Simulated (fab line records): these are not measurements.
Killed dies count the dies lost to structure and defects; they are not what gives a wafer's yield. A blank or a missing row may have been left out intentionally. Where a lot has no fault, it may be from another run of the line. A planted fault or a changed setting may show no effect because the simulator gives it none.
8D (eight disciplines) problem report, filled in by code / flow gf180mcu / the parts of the form that need people (team, actions taken, sign-off) are left out

== 1. WHAT WENT WRONG ==
Wafers without a fault read 160.38 W, standard deviation 0.13; heater-power-total-W at GF_M4_DEHYDRATE_07 reads a mean of 162.08 W on 9 wafers belonging to 3 lots. Measured from the usual mean, that is +13 standard deviations.
The step: time 60 s.
Seen first at day 28 11:52 on litho-track-02, wafer L666.1. The record holds 42 wafers of 14 lots with a number at this step. By rule, "out" or "out of limits" means more than 4 standard deviations away from the usual mean. The rest of the wafers with a number are treated as sound.

== 2. WHAT IT IS; WHAT IT IS NOT ==
question=which readings at this step | is=heater-power-total-W, plate-temp-C | is not=-
question=which lots | is=L666, L667, L669 | is not=L649, L650, L653, L654, L655, L657, L658, L659, L668, L670, L672
question=which wafers of those lots | is=all that have a number | is not=-
question=read on which tools | is=litho-track-02 | is not=litho-track-03, litho-track-04
question=when | is=from day 28 11:52 | is not=up to then (24 sound wafers); but 9 sound wafers of L668, L670, L672 came after

== 3. SUSPECTS, AND WHAT RULES EACH OUT ==
Counting: any tool at a process step up to the reading is kept as a suspect provided that every lot that is out went through it and no sound lot did after the first of them.
- litho-track-02 at GF_M4_DEHYDRATE_07 (time 60 s): kept. It processed each lot that is out, first L666 at day 28 11:52, and no sound lot thereafter; up to then, the last sound lot it processed was L655 at day 24 19:37. Its own readings are out on those wafers: heater-power-total-W, plate-temp-C.
Left after counting: litho-track-02 at GF_M4_DEHYDRATE_07.

== 4. THE CAUSE (what the simulator had put in) ==
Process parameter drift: litho-track-02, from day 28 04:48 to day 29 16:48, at GF_M4_DEHYDRATE_07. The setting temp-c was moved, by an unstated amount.
The count eliminated every tool but this one.

== 5. SEQUENCE OF EFFECTS, ordered by route ==
Each row: a reading where the mean over the struck wafers with a number is more than 3 standard deviations away from the usual. Scope: only readings with a usual standard deviation given in the record; hours: median across lots of the time from each lot's start at the first step in this table that gives one to its start at this step; sigmas: change in usual standard deviations.
hours=0; step=GF_M4_DEHYDRATE_07; reading=heater-power-total-W; usual=160.38 W; on struck wafers=162.08; change=+1.70; sigmas=+13
hours=0; step=GF_M4_DEHYDRATE_07; reading=plate-temp-C; usual=199.96 C; on struck wafers=201.62; change=+1.66; sigmas=+12
The process steps in it:
- GF_M4_DEHYDRATE_07: time 60 s.
Later measuring or inspecting steps at which every struck wafer that the step has a row for has a number for every such reading, and none has moved that far: GF_M4_OVL_MEAS_15.

== 6. HOW IT WOULD HAVE BEEN CAUGHT EARLIER ==
7 hours passed between the start of the fault at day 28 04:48 and the first reading out of limits in this record, taken at day 28 11:52.
